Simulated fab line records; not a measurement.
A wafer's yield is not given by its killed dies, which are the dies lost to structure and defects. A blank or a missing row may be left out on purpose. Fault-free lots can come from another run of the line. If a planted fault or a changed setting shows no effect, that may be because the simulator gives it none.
fab line records	flow sky130
record lots=10	wafers=30	last-day=50
route steps=708 shown VIA3@587 METAL4@600 CAP2M@616 PAD_OPEN@708
lots with no fault: from the same line, run without faults
start-h: hours from the record's first day to the start of the lot's first wafer shown	wait-h: hours elapsed since this lot's preceding step	" the same as in the row above	L1.1+2: a single row standing in for several wafers	- no value, or no start given	* or withheld: withheld	< > ~ a bound
route shown NAME@n: NAME is a module with steps in the file, n the number in the route of the first one	usual: mean and standard deviation over wafers with no fault	same: alike in all rows	chamber/n: place in a boat	sites: each site's reading	_std_site: their standard deviation	_edge_site: inner sites' mean taken away from outer sites' mean	radius-mm: for every site, how far away it sits from the centre of the wafer	mask NAME#n: copy n	behind: the most recent tool/chamber to have shaped the wafer	hold: the reason the lot was held/the length of the hold in hours/how it ended	device: which transistor (n, p or np) failed to switch	end of line: the same wafers' tests at the end of the route	where a step has no rows: the recipe by itself	killed: dies lost to structure and defects at the first sort, not the wafer's yield	map: the dies of a wafer, with x for killed, . for not killed, _ for no die there
set.NAME: the setting the step ran with; set.NAME@STEP: the setting that earlier step ran with	model.NAME: the simulator's own value behind a step, which no gauge read
route steps across a sampled set of lots; one table per step, one row per wafer
services: a tool's chamber out of use, with start hour (start-h, from the record's first day; less than 0 if before it), hours out, and reason
## steps
# step SKY_VIA3_ETCH_14
# recipe chemistry=N2/H2	target=BARC	ion-energy-ev=200	source-w=500	bias-w=100	pressure-mtorr=30	n2-flow-sccm=100	h2-flow-sccm=200	stop-on=SiO2	time-s=45.9	target-depth-a=600
# usual drypump-motor-current-A=5.8/0.48	oes-product-au=0.855/0.0048	throttle-valve-pct=13.225/0.009
lot.wafer	tool	chamber	start-h	wait-h	drypump-motor-current-A	oes-product-au	rf-hours-counter-h	throttle-valve-pct
L234.2	rie-diel-04	1	937.82	0.0	6.3	0.856	15	13.236
L234.3	"	3	"	"	6.1	0.862	13	13.225
L234.4	"	2	"	"	6.4	0.850	15	13.235
L237.2	rie-diel-01	2	952.87	0.0	5.8	0.854	23	13.220
L237.4	"	1	"	"	5.6	0.851	28	13.221
L237.5	"	1	"	"	5.6	0.860	-	13.225
L240.3	rie-diel-04	3	982.74	0.0	6.1	0.857	15	13.216
L240.5	"	1	"	"	6.3	0.855	-	13.232
L240.6	"	0	"	"	5.0	0.860	-	13.218
L242.3	rie-diel-01	0	984.24	0.0	5.5	0.853	20	13.230
L242.5	"	3	"	"	5.2	0.856	-	13.231
L242.6	"	2	"	"	5.9	0.845	-	13.239
L245.2	rie-diel-01	3	1004.94	0.0	5.2	0.849	11	13.231
L245.3	"	1	"	"	5.6	0.854	29	13.222
L245.4	"	0	"	"	5.4	0.863	21	13.221
L246.1	rie-diel-02	3	1009.18	0.0	4.8	0.869	13	13.233
L246.5	"	1	"	"	6.2	0.856	-	13.226
L246.6	"	0	"	"	5.9	0.847	-	13.226
L247.1	rie-diel-01	2	1025.14	0.0	5.9	0.853	25	13.222
L247.3	"	1	"	"	5.6	0.847	30	13.219
L247.6	"	2	"	"	5.9	0.856	-	13.229
L253.1	rie-diel-02	1	1066.28	0.0	6.1	0.856	7	13.220
L253.5	"	3	"	"	4.8	0.851	-	13.219
L253.6	"	2	"	"	6.4	0.854	-	13.243
L254.2	rie-diel-01	0	1067.28	0.0	5.4	0.851	23	13.235
L254.5	"	2	"	"	5.9	0.856	-	13.215
L254.6	"	1	"	"	5.6	0.863	-	13.226
L257.1	rie-diel-04	1	1087.44	0.0	6.3	0.859	21	13.220
L257.3	"	2	"	"	6.4	0.853	20	13.216
L257.5	"	1	"	"	6.3	0.853	-	13.218
# step SKY_VIA3_RS_MEAS_22
# recipe thk-meas-gauge=four-point-probe	reads=W_of_VIA3_CVD_21+TiN_of_VIA3_SPUTTER_20
# usual VIA3_W_RS=0.294/0.003
lot.wafer	tool	chamber	start-h	wait-h	VIA3_W_RS[ohm/sq]
L234.2	film-metro-04	-	938.72	0.1	0.297
L234.3	"	-	"	"	0.298
L234.4	"	-	"	"	0.293
L237.2	film-metro-02	-	953.81	0.1	0.292
L237.4	"	-	"	"	0.293
L237.5	"	-	"	"	0.300
L240.3	film-metro-04	-	983.67	0.1	0.290
L240.5	"	-	"	"	0.289
L240.6	"	-	"	"	0.294
L242.3	film-metro-03	-	985.20	0.1	0.295
L242.5	"	-	"	"	0.293
L242.6	"	-	"	"	0.291
L245.2	film-metro-02	-	1005.84	0.1	0.290
L245.3	"	-	"	"	0.292
L245.4	"	-	"	"	0.296
L246.1	film-metro-04	-	1010.05	0.1	0.297
L246.5	"	-	"	"	0.294
L246.6	"	-	"	"	0.299
L247.1	film-metro-03	-	1026.02	0.1	0.297
L247.3	"	-	"	"	0.292
L247.6	"	-	"	"	0.296
L253.1	film-metro-02	-	1067.20	0.1	0.293
L253.5	"	-	"	"	0.297
L253.6	"	-	"	"	0.290
L254.2	film-metro-02	-	1068.22	0.1	0.291
L254.5	"	-	"	"	0.291
L254.6	"	-	"	"	0.293
L257.1	film-metro-03	-	1088.33	0.1	0.297
L257.3	"	-	"	"	0.291
L257.5	"	-	"	"	0.295
# step SKY_METAL4_SPUTTER_02
# recipe material=AlCu	target-thk-nm=735	power-w=10600	time-s=39.1	chamber-pressure-pa=0.4
# usual throttle-valve-pct=30.2/1.4
lot.wafer	tool	chamber	start-h	wait-h	throttle-valve-pct
L234.2	pvd-sputter-04	-	939.23	0.0	27.8
L234.3	"	-	"	"	31.8
L234.4	"	-	"	"	30.7
L237.2	pvd-sputter-01	-	954.32	0.0	31.8
L237.4	"	-	"	"	32.5
L237.5	"	-	"	"	32.3
L240.3	pvd-sputter-04	-	984.22	0.0	31.1
L240.5	"	-	"	"	31.3
L240.6	"	-	"	"	27.7
L242.3	pvd-sputter-04	-	985.82	0.0	30.3
L242.5	"	-	"	"	30.2
L242.6	"	-	"	"	31.1
L245.2	pvd-sputter-04	-	1006.35	0.0	27.9
L245.3	"	-	"	"	30.3
L245.4	"	-	"	"	31.0
L246.1	pvd-sputter-03	-	1010.58	0.0	29.7
L246.5	"	-	"	"	30.2
L246.6	"	-	"	"	29.7
L247.1	pvd-sputter-01	-	1026.55	0.0	32.1
L247.3	"	-	"	"	31.7
L247.6	"	-	"	"	30.1
L253.1	pvd-sputter-04	-	1067.73	0.0	31.9
L253.5	"	-	"	"	31.6
L253.6	"	-	"	"	27.7
L254.2	pvd-sputter-01	-	1068.73	0.0	32.2
L254.5	"	-	"	"	32.0
L254.6	"	-	"	"	29.9
L257.1	pvd-sputter-04	-	1089.00	0.0	31.2
L257.3	"	-	"	"	27.5
L257.5	"	-	"	"	31.2
# step SKY_CAP2M_METAL_ETCH_13
# recipe target-depth-nm=220	stop-on=SiO2	chemistry=Cl2/BCl3	target=TiN	pressure-mtorr=10	icp-w=900	bias-w=48.5	Cl2_flow_sccm=60	bcl3-flow-sccm=30	time-s=62.9
# usual drypump-motor-current-A=5.46/0.24	oes-product-au=0.944/0.0077	throttle-valve-pct=21.901/0.011
lot.wafer	tool	chamber	start-h	wait-h	drypump-motor-current-A	oes-product-au	rf-hours-counter-h	throttle-valve-pct
L234.2	rie-metal-02	1	963.55	0.0	5.79	0.952	5	21.889
L234.3	"	0	"	"	5.72	0.955	-	21.912
L234.4	"	1	"	"	5.76	0.954	-	21.913
L237.2	rie-metal-04	1	978.72	0.0	5.37	0.952	6	21.908
L237.4	"	1	"	"	5.37	0.958	-	21.897
L237.5	"	1	"	"	5.37	0.958	-	21.900
L240.3	rie-metal-02	0	1007.99	0.0	5.70	0.939	-	21.915
L240.5	"	0	"	"	5.71	0.938	-	21.896
L240.6	"	1	"	"	5.72	0.949	-	21.884
L242.3	rie-metal-01	1	1009.48	0.1	5.25	0.944	-	21.901
L242.5	"	1	"	"	5.24	0.941	-	21.923
L242.6	"	1	"	"	5.25	0.933	-	21.933
L245.2	rie-metal-01	1	1029.72	0.0	5.24	0.950	11	21.889
L245.3	"	1	"	"	5.25	0.942	-	21.912
L245.4	"	0	"	"	5.17	0.940	-	21.903
L246.1	rie-metal-01	1	1033.77	0.0	5.25	0.943	12	21.896
L246.5	"	0	"	"	5.16	0.935	-	21.902
L246.6	"	1	"	"	5.25	0.948	-	21.878
L247.1	rie-metal-02	0	1049.47	0.0	5.72	0.948	15	21.914
L247.3	"	0	"	"	5.69	0.938	-	21.897
L247.6	"	0	"	"	5.72	0.946	-	21.896
L253.1	rie-metal-02	1	1089.37	0.0	5.78	0.826	13	21.964
L253.5	"	1	"	"	5.78	0.812	-	21.958
L253.6	"	1	"	"	5.80	0.825	-	21.968
L254.2	rie-metal-02	0	1090.62	0.0	5.71	0.825	17	21.984
L254.5	"	1	"	"	5.76	0.836	-	21.981
L254.6	"	0	"	"	5.73	0.826	-	21.995
L257.1	rie-metal-04	0	1109.51	0.0	5.29	0.943	12	21.902
L257.3	"	0	"	"	5.29	0.957	-	21.895
L257.5	"	0	"	"	5.29	0.945	-	21.900
# step SKY_CAP2M_STRIP_14
# recipe chemistry=O2/N2	power-w=1400	pressure-mtorr=1500	platen-temp-c=withheld	o2-flow-sccm=3000	n2-flow-sccm=300	overash-fraction=0.5
# usual drypump-motor-current-A=5.6/0.32	oes-product-au=0.710/0.0044	strip-time-to-endpoint-s=12.66/0.052
lot.wafer	tool	chamber	start-h	wait-h	drypump-motor-current-A	oes-product-au	rf-hours-counter-h	strip-time-to-endpoint-s
L234.2	plasma-asher-01	1	963.63	0.1	6.1	0.716	80	12.68
L234.3	"	0	"	"	5.8	0.712	-	12.78
L234.4	"	1	"	"	6.1	0.712	-	12.65
L237.2	plasma-asher-03	1	978.79	0.1	5.7	0.719	52	12.75
L237.4	"	0	"	"	5.2	0.718	-	12.74
L237.5	"	1	"	"	5.7	0.706	-	12.76
L240.3	plasma-asher-01	0	1008.08	0.1	5.7	0.709	-	12.61
L240.5	"	0	"	"	5.7	0.705	-	12.68
L240.6	"	1	"	"	6.1	0.710	-	12.62
L242.3	plasma-asher-03	0	1009.61	0.1	5.2	0.700	-	12.63
L242.5	"	1	"	"	5.7	0.707	-	12.62
L242.6	"	0	"	"	5.2	0.710	-	12.62
L245.2	plasma-asher-04	1	1029.79	0.1	5.7	0.718	122	12.57
L245.3	"	1	"	"	5.7	0.709	-	12.63
L245.4	"	0	"	"	5.2	0.708	-	12.64
L246.1	plasma-asher-03	0	1033.84	0.1	5.2	0.707	57	12.60
L246.5	"	1	"	"	5.7	0.709	-	12.63
L246.6	"	0	"	"	5.2	0.720	-	12.59
L247.1	plasma-asher-04	0	1049.54	0.1	5.2	0.698	124	12.63
L247.3	"	0	"	"	5.2	0.717	-	12.62
L247.6	"	0	"	"	5.2	0.708	-	12.64
L253.1	plasma-asher-01	0	1089.53	0.1	5.7	0.711	93	13.09
L253.5	"	1	"	"	6.1	0.706	-	13.06
L253.6	"	0	"	"	5.7	0.708	-	13.13
L254.2	plasma-asher-01	0	1090.69	0.1	5.8	0.713	93	13.01
L254.5	"	1	"	"	6.1	0.714	-	12.99
L254.6	"	0	"	"	5.7	0.714	-	13.00
L257.1	plasma-asher-01	1	1109.66	0.1	6.1	0.712	95	12.68
L257.3	"	1	"	"	6.1	0.704	-	12.65
L257.5	"	1	"	"	6.1	0.715	-	12.73
# step SKY_PAD_OPEN_PROBE_99
# usual defect-limited-yield=82.2/1.9	killed_at_M0_to_M3=43/6.3	killed_at_M4_up=3.3/1.7	killed-at-contacts=24/5.4	killed-at-front-end=16/4.6	killed-at-other=0.4/0.7	killed-dies=87/9.4	killed-on-rim=17/3.9	killed-open=47/6.9	killed-short=39/6.1	sort_bin_3_pad_short=0.9/0.45	sort_bin_5_function=10.6/1.5	sort_bin_6_memory=6.3/1.2	sort-n-pass=405/9.4	sort-yield-pct=82.2/1.9
# same gross-dies=492	killed-at-back-side=0	sort_bin_4_leakage[%]=0	sort_bin_8_speed[%]=0
lot.wafer	tool	chamber	start-h	wait-h	hold	defect-limited-yield[%]	killed_at_M0_to_M3	killed_at_M4_up	killed-at-contacts	killed-at-front-end	killed-at-other	killed-dies	killed-on-rim	killed-open	killed-short	sort_bin_3_pad_short[%]	sort_bin_5_function[%]	sort_bin_6_memory[%]	sort-n-pass	sort-yield-pct[%]
L234.2	prober-01	-	1083.70	0.1	-	83.5	43	5	17	15	1	81	18	45	36	0.8	9.8	5.9	411	83.5
L234.3	prober-01	-	1083.75	0.2	-	82.1	44	2	22	20	0	88	18	48	40	1.4	11.2	5.3	404	82.1
L234.4	prober-01	-	1083.80	0.2	-	82.3	40	2	33	12	0	87	15	48	39	0.8	10.2	6.7	405	82.3
L237.2	prober-02	-	1096.33	0.1	-	81.1	52	7	20	12	2	93	20	59	34	1.2	11.8	5.9	399	81.1
L237.4	prober-02	-	1096.43	0.2	-	79.1	49	4	28	21	1	103	21	52	50	1.4	12.0	7.5	389	79.1
L237.5	prober-02	-	1096.48	0.2	-	84.6	34	1	27	14	0	76	13	38	35	0.6	9.1	5.7	416	84.6
L240.3	prober-01	-	1119.56	0.2	-	82.3	42	3	31	11	0	87	17	52	35	1.2	11.8	4.7	405	82.3
L240.5	prober-01	-	1119.66	0.2	-	82.3	48	3	21	14	1	87	16	43	43	0.6	11.4	5.7	405	82.3
L240.6	prober-01	-	1119.71	0.2	-	84.3	39	2	23	13	0	77	17	41	36	0.6	9.1	5.9	415	84.3
L242.3	prober-02	-	1124.05	0.2	-	81.3	50	4	22	16	0	92	16	43	48	1.2	12.2	5.3	400	81.3
L242.5	prober-02	-	1124.15	0.2	-	81.9	46	2	22	19	0	89	24	47	41	0.8	10.2	7.1	403	81.9
L242.6	prober-02	-	1124.20	0.2	-	81.5	56	3	19	13	0	91	19	47	43	1.4	9.8	7.3	401	81.5
L245.2	prober-01	-	1138.09	0.1	-	85.8	34	3	21	12	0	70	11	40	30	0.8	8.1	5.3	422	85.8
L245.3	prober-01	-	1138.14	0.2	-	81.9	52	3	21	11	2	89	18	46	41	0.8	9.8	7.5	403	81.9
L245.4	prober-01	-	1138.19	0.2	-	79.5	50	5	25	19	2	101	25	55	45	1.4	11.2	7.9	391	79.5
L246.1	prober-01	-	1144.28	0.1	-	81.3	50	3	20	19	0	92	22	52	40	0.2	10.6	7.9	400	81.3
L246.5	prober-01	-	1144.48	0.2	-	82.9	41	7	15	21	0	84	17	40	44	1.2	8.5	7.3	408	82.9
L246.6	prober-01	-	1144.53	0.2	-	82.3	43	1	23	19	1	87	16	47	40	0.6	10.2	6.9	405	82.3
L247.1	prober-02	-	1156.85	0.1	-	83.5	49	3	16	13	0	81	17	36	42	1.2	10.4	4.9	411	83.5
L247.3	prober-02	-	1156.95	0.2	-	82.1	57	2	18	11	0	88	15	51	34	1.0	10.4	6.5	404	82.1
L247.6	prober-02	-	1157.10	0.2	-	81.7	56	3	18	13	0	90	19	56	31	0.8	10.2	7.3	402	81.7
L253.1	prober-02	-	1189.33	0.1	await-dispo/2.7h/scrap	0	38	1	24	15	414	492	96	46	32	85.0	11.4	3.7	0	0
L253.5	prober-02	-	1189.53	0.2	await-dispo/2.7h/scrap	0	29	4	17	12	430	492	96	31	30	88.4	7.5	4.1	0	0
L253.6	prober-02	-	1189.58	0.2	await-dispo/2.7h/scrap	0	30	2	25	15	420	492	96	40	33	86.2	8.3	5.5	0	0
L254.2	prober-01	-	1191.00	0.1	await-dispo/7.1h/scrap	0	43	1	25	14	409	492	96	46	38	83.3	9.6	7.1	0	0
L254.5	prober-01	-	1191.15	0.2	await-dispo/7.1h/scrap	0	39	4	32	18	399	492	96	56	37	81.7	12.4	5.9	0	0
L254.6	prober-01	-	1191.20	0.2	await-dispo/7.1h/scrap	0	44	4	13	17	414	492	96	34	44	84.8	10.6	4.7	0	0
L257.1	prober-01	-	1203.98	0.1	-	81.9	42	2	22	22	1	89	13	42	47	1.0	13.2	3.9	403	81.9
L257.3	prober-01	-	1204.08	0.2	-	80.1	39	2	32	23	2	98	15	52	44	1.4	13.8	4.7	394	80.1
L257.5	prober-01	-	1204.18	0.2	-	83.5	37	2	27	15	0	81	11	40	41	1.6	9.3	5.5	411	83.5
# killed by level:class
L234.2 VIA1:geometric-particle:open=15 METAL1:geometric-particle:short=7 CONTACT:geometric-particle:open=6 VIA3:geometric-particle:open=6 FIELD_ISO:geometric-particle:open=5 VIA1:geometric-particle:short=5 LI_CONTACT:geometric-particle:open=4 METAL4:geometric-particle:short=4
L234.3 VIA1:geometric-particle:open=13 VIA1:geometric-particle:short=8 FIELD_ISO:geometric-particle:open=7 FIELD_ISO:geometric-particle:short=6 LI_CONTACT:geometric-particle:open=6 CONTACT:geometric-particle:open=6 VIA2:geometric-particle:open=6 LOCAL_INTERCONNECT:geometric-particle:short=5
L234.4 CONTACT:geometric-particle:open=12 LI_CONTACT:geometric-particle:open=11 METAL2:geometric-particle:short=8 VIA1:geometric-particle:open=8 VIA1:geometric-particle:short=7 VIA2:geometric-particle:open=6 CONTACT:geometric-particle:short=5 VIA2:geometric-particle:short=3
L237.2 VIA1:geometric-particle:open=14 VIA3:geometric-particle:open=9 VIA2:geometric-particle:open=9 CONTACT:geometric-particle:open=7 METAL2:geometric-particle:short=7 FIELD_ISO:geometric-particle:open=6 LI_CONTACT:geometric-particle:open=6 METAL1:geometric-particle:short=6
L237.4 VIA1:geometric-particle:open=13 CONTACT:geometric-particle:open=9 VIA2:geometric-particle:open=9 METAL1:geometric-particle:short=6 VIA2:geometric-particle:short=6 LOCAL_INTERCONNECT:geometric-particle:short=5 CONTACT:geometric-particle:short=5 POLY_GATE:geometric-particle:short=4
L237.5 CONTACT:geometric-particle:open=8 VIA2:geometric-particle:open=8 LI_CONTACT:geometric-particle:open=7 POLY_GATE:geometric-particle:short=6 CONTACT:geometric-particle:short=6 VIA1:geometric-particle:open=6 METAL1:geometric-particle:short=4 VIA1:geometric-particle:short=4
L240.3 CONTACT:geometric-particle:open=15 VIA1:geometric-particle:open=9 VIA1:geometric-particle:short=7 VIA3:geometric-particle:open=6 LI_CONTACT:geometric-particle:open=6 FIELD_ISO:geometric-particle:open=5 LOCAL_INTERCONNECT:geometric-particle:short=5 METAL2:geometric-particle:short=4
L240.5 VIA3:geometric-particle:open=11 VIA1:geometric-particle:open=9 FIELD_ISO:geometric-particle:open=6 METAL2:geometric-particle:short=6 CONTACT:geometric-particle:short=5 CONTACT:geometric-particle:open=5 METAL3:geometric-particle:short=4 LI_CONTACT:geometric-particle:short=4
L240.6 VIA1:geometric-particle:open=15 CONTACT:geometric-particle:open=9 VIA1:geometric-particle:short=6 CONTACT:geometric-particle:short=6 FIELD_ISO:geometric-particle:open=4 METAL1:geometric-particle:short=4 VIA2:geometric-particle:open=4 POLY_GATE:geometric-particle:short=4
L242.3 VIA1:geometric-particle:open=11 VIA2:geometric-particle:short=8 CONTACT:geometric-particle:open=7 METAL1:geometric-particle:short=7 VIA1:geometric-particle:short=6 VIA2:geometric-particle:open=6 FIELD_ISO:geometric-particle:open=5 CONTACT:geometric-particle:short=5
L242.5 VIA1:geometric-particle:open=14 VIA2:geometric-particle:open=9 CONTACT:geometric-particle:open=9 FIELD_ISO:geometric-particle:short=6 CONTACT:geometric-particle:short=6 METAL1:geometric-particle:short=6 SPACER:geometric-particle:short=4 VIA1:geometric-particle:short=4
L242.6 VIA1:geometric-particle:open=13 VIA2:geometric-particle:open=11 CONTACT:geometric-particle:short=6 VIA3:geometric-particle:open=6 VIA3:geometric-particle:short=6 LOCAL_INTERCONNECT:geometric-particle:short=5 FIELD_ISO:geometric-particle:short=4 LI_CONTACT:geometric-particle:open=4
L245.2 CONTACT:geometric-particle:open=9 LI_CONTACT:geometric-particle:open=7 METAL1:geometric-particle:short=7 VIA1:geometric-particle:open=5 FIELD_ISO:geometric-particle:short=4 METAL1:geometric-particle:open=4 VIA2:geometric-particle:open=4 VIA1:geometric-particle:short=3
L245.3 VIA2:geometric-particle:open=9 METAL1:geometric-particle:short=8 VIA3:geometric-particle:open=8 CONTACT:geometric-particle:open=7 VIA1:geometric-particle:open=7 VIA1:geometric-particle:short=6 CONTACT:geometric-particle:short=5 FIELD_ISO:geometric-particle:short=4
L245.4 CONTACT:geometric-particle:open=10 VIA1:geometric-particle:open=10 VIA1:geometric-particle:short=7 VIA3:geometric-particle:open=7 LI_CONTACT:geometric-particle:open=6 VIA2:geometric-particle:open=6 FIELD_ISO:geometric-particle:short=5 POLY_GATE:geometric-particle:open=5
L246.1 VIA1:geometric-particle:open=12 METAL2:geometric-particle:short=9 CONTACT:geometric-particle:open=8 VIA2:geometric-particle:open=8 VIA3:geometric-particle:open=6 FIELD_ISO:geometric-particle:short=5 POLY_GATE:geometric-particle:open=5 LI_CONTACT:geometric-particle:open=5
L246.5 METAL1:geometric-particle:short=8 VIA1:geometric-particle:open=7 POLY_GATE:geometric-particle:short=6 VIA1:geometric-particle:short=6 METAL2:geometric-particle:short=6 VIA3:geometric-particle:open=5 LI_CONTACT:geometric-particle:open=5 CONTACT:geometric-particle:open=5
L246.6 CONTACT:geometric-particle:open=11 VIA1:geometric-particle:open=7 FIELD_ISO:geometric-particle:open=7 VIA3:geometric-particle:open=7 METAL2:geometric-particle:short=7 FIELD_ISO:geometric-particle:short=5 POLY_GATE:geometric-particle:open=5 METAL1:geometric-particle:short=5
L247.1 VIA1:geometric-particle:short=8 VIA3:geometric-particle:open=8 VIA1:geometric-particle:open=6 METAL2:geometric-particle:short=6 LI_CONTACT:geometric-particle:open=5 CONTACT:geometric-particle:open=5 VIA2:geometric-particle:open=5 METAL3:geometric-particle:short=5
L247.3 VIA1:geometric-particle:open=17 VIA3:geometric-particle:open=12 CONTACT:geometric-particle:open=9 VIA1:geometric-particle:short=8 VIA2:geometric-particle:open=6 CONTACT:geometric-particle:short=5 VIA3:geometric-particle:short=5 POLY_GATE:coat-microbubble-printed=3
L247.6 VIA3:geometric-particle:open=14 VIA1:geometric-particle:open=11 VIA2:geometric-particle:open=10 CONTACT:geometric-particle:open=8 METAL2:geometric-particle:short=5 METAL1:geometric-particle:short=4 POLY_GATE:geometric-particle:open=3 LI_CONTACT:geometric-particle:open=3
L253.1 CAP2M:area-etch=414 CONTACT:geometric-particle:open=12 VIA2:geometric-particle:open=7 FIELD_ISO:geometric-particle:short=6 VIA3:geometric-particle:open=6 LI_CONTACT:geometric-particle:open=6 METAL1:geometric-particle:short=5 VIA1:geometric-particle:open=5
L253.5 CAP2M:area-etch=430 CONTACT:geometric-particle:open=6 METAL2:geometric-particle:short=6 VIA1:geometric-particle:open=5 VIA3:geometric-particle:open=5 FIELD_ISO:geometric-particle:open=4 LI_CONTACT:geometric-particle:short=4 CONTACT:geometric-particle:short=4
L253.6 CAP2M:area-etch=419 VIA2:geometric-particle:open=9 LI_CONTACT:geometric-particle:open=7 CONTACT:geometric-particle:open=7 LOCAL_INTERCONNECT:geometric-particle:short=4 POLY_GATE:geometric-particle:open=4 FIELD_ISO:geometric-particle:short=3 POLY_GATE:geometric-particle:short=3
L254.2 CAP2M:area-etch=408 VIA1:geometric-particle:open=12 LI_CONTACT:geometric-particle:open=6 CONTACT:geometric-particle:short=6 VIA2:geometric-particle:open=6 CONTACT:geometric-particle:open=5 METAL1:geometric-particle:short=5 VIA3:geometric-particle:open=5
L254.5 CAP2M:area-etch=399 LI_CONTACT:geometric-particle:open=10 VIA1:geometric-particle:open=10 CONTACT:geometric-particle:open=8 VIA2:geometric-particle:open=8 LI_CONTACT:geometric-particle:short=7 POLY_GATE:geometric-particle:open=6 FIELD_ISO:geometric-particle:open=5
L254.6 CAP2M:area-etch=414 VIA1:geometric-particle:open=14 POLY_GATE:geometric-particle:short=6 METAL2:geometric-particle:short=6 VIA3:geometric-particle:short=6 FIELD_ISO:geometric-particle:open=4 METAL3:geometric-particle:short=4 LI_CONTACT:geometric-particle:open=4
L257.1 METAL2:geometric-particle:short=11 LI_CONTACT:geometric-particle:open=8 VIA1:geometric-particle:open=7 FIELD_ISO:geometric-particle:short=6 POLY_GATE:geometric-particle:short=6 CONTACT:geometric-particle:open=5 VIA3:geometric-particle:open=5 FIELD_ISO:geometric-particle:open=4
L257.3 LI_CONTACT:geometric-particle:open=10 LI_CONTACT:geometric-particle:short=7 CONTACT:geometric-particle:open=7 VIA1:geometric-particle:open=7 VIA2:geometric-particle:open=7 METAL2:geometric-particle:short=6 FIELD_ISO:geometric-particle:open=5 FIELD_ISO:geometric-particle:short=5
L257.5 CONTACT:geometric-particle:open=8 LI_CONTACT:geometric-particle:open=7 CONTACT:geometric-particle:short=7 VIA1:geometric-particle:short=7 VIA1:geometric-particle:open=5 METAL2:geometric-particle:short=5 POLY_GATE:geometric-particle:short=4 POLY_GATE:geometric-particle:open=4
## services
tool	chamber	start-h	hours	kind
rie-diel-04	0	917.22	4.2	repair
rie-diel-01	-	936.06	0.4	repair
rie-metal-01	-	938.33	0.2	repair
rie-metal-01	1	940.50	29.5	repair
rie-diel-02	1	941.08	6.9	repair
rie-diel-01	1	958.56	2.4	repair
rie-diel-04	-	969.63	2.8	pm
rie-diel-04	2	972.43	2.5	repair
rie-diel-04	3	986.15	2.4	repair
plasma-asher-03	-	1003.20	2.1	repair
rie-metal-01	0	1003.45	23.9	repair
pvd-sputter-01	-	1003.49	7.4	repair
pvd-sputter-01	-	1011.39	7.3	repair
rie-metal-01	-	1026.39	2.8	pm
rie-diel-04	2	1039.82	7.7	repair
rie-diel-01	0	1046.87	4.4	repair
rie-diel-01	2	1053.57	2.8	repair
plasma-asher-01	-	1054.37	3.6	repair
rie-diel-04	2	1070.10	5.7	repair
rie-metal-02	0	1078.69	11.9	repair
rie-metal-02	1	1094.67	2.1	repair
plasma-asher-01	-	1095.92	1.5	repair
rie-diel-04	0	1097.06	7.5	repair
rie-metal-01	-	1105.21	14.6	pm
## key
first-sign step=SKY_CAP2M_METAL_ETCH_13	reading=oes-product-au	direction=down	sigmas=15	usual=0.944	struck=0.825
effect step=SKY_CAP2M_METAL_ETCH_13	reading=throttle-valve-pct	direction=up	sigmas=6.9	usual=21.901	struck=21.975
effect step=SKY_CAP2M_STRIP_14	reading=strip-time-to-endpoint-s	direction=up	sigmas=7.4	usual=*	struck=*
effect step=SKY_PAD_OPEN_PROBE_99	reading=killed-at-other	direction=up	sigmas=99+	usual=0.4	struck=414.3
more-kills-born-at SKY_CAP2M_METAL_ETCH_13@rie-metal-02=2484
met-at SKY_CAP2M_METAL_ETCH_13
struck-lots L253,L254
later-rows-left-out L253.1,L253.5,L253.6,L254.2,L254.5,L254.6
not-acting-at SKY_VIA3_ETCH_14,SKY_VIA3_RS_MEAS_22,SKY_METAL4_SPUTTER_02
onset-between 1049.47 1089.37
fault kind=process-parameter-drift	tool=rie-metal-02	chamber=-	onset-h=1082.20	steps=SKY_CAP2M_METAL_ETCH_13	channel=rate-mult	offset=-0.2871	shape=step	end-h=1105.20
# later-rows-left-out: the simulator's readings of these wafers behind a module that went badly wrong aren't trusted and aren't shown, but for the sort
